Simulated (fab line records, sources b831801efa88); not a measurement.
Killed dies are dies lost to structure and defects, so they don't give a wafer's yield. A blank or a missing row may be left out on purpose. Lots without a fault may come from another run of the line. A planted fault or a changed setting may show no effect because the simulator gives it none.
Chamber matching | flow gf180mcu | GF_V3_CMP_04 on cmp-01: 4 sister chambers
The step polishes SiO2. 8 wafers are shown with their chamber, then 12 later ones without.

WAFERS WITH THEIR CHAMBER
wafer  | chamber | slurry_flow_ml_min | time_to_endpoint_s (s)
L079.6 | 3       | 149.9              | 73
L083.3 | 2       | 150.1              | 69
L083.4 | 3       | 149.9              | 77
L085.1 | 2       | 150.5              | 66
L085.5 | 1       | 149.1              | 73
L086.3 | 1       | 149.4              | 76
L086.4 | 0       | 150.2              | 82
L086.5 | 0       | 150.4              | 87

WAFERS WITHOUT THEIR CHAMBER
wafer  | slurry_flow_ml_min | time_to_endpoint_s (s)
L088.1 | 150.1              | 71
L088.4 | 150.0              | 83
L088.6 | 150.0              | 86
L093.3 | 149.7              | 72
L093.4 | 150.0              | 92
L093.6 | 149.6              | 82
L094.2 | 150.2              | 85
L094.4 | 150.1              | 75
L094.5 | 150.0              | 74
L095.1 | 150.5              | 72
L095.2 | 149.8              | 68
L095.3 | 150.4              | 72

WHICH CHAMBER EACH WENT THROUGH
wafer  | from the rows above          | in truth
L088.1 | can't be placed: 2 or 3      | 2
L088.4 | can't be placed: 0 or 3      | 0
L088.6 | 0                            | 0
L093.3 | can't be placed: 3 or 1      | 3
L093.4 | 0                            | 0
L093.6 | can't be placed: 3 or 1 or 0 | 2
L094.2 | 0                            | 0
L094.4 | can't be placed: 3 or 2      | 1
L094.5 | 3                            | 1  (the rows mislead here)
L095.1 | can't be placed: 2 or 3      | 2
L095.2 | can't be placed: 3 or 2 or 1 | 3
L095.3 | can't be placed: 2 or 3      | 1
Placed correctly: 3 of 12. Can't be placed from these rows: 8 (the true chamber is among the candidates in 5). Placed wrongly: 1.
How it was worked out, from the rows above alone: a wafer's distance from a chamber is the root of the sum, over the readings, of the square of ((its reading less the chamber's mean) divided by the reading's scatter). The wafer belongs to the nearest chamber; if the next one is less than 2 further off, it can't be placed. A chamber's mean is the mean of its shown wafers. The scatter: the root of (the sum of the squares of (reading less its chamber's mean) over the shown wafers, divided by (wafers less chambers)).
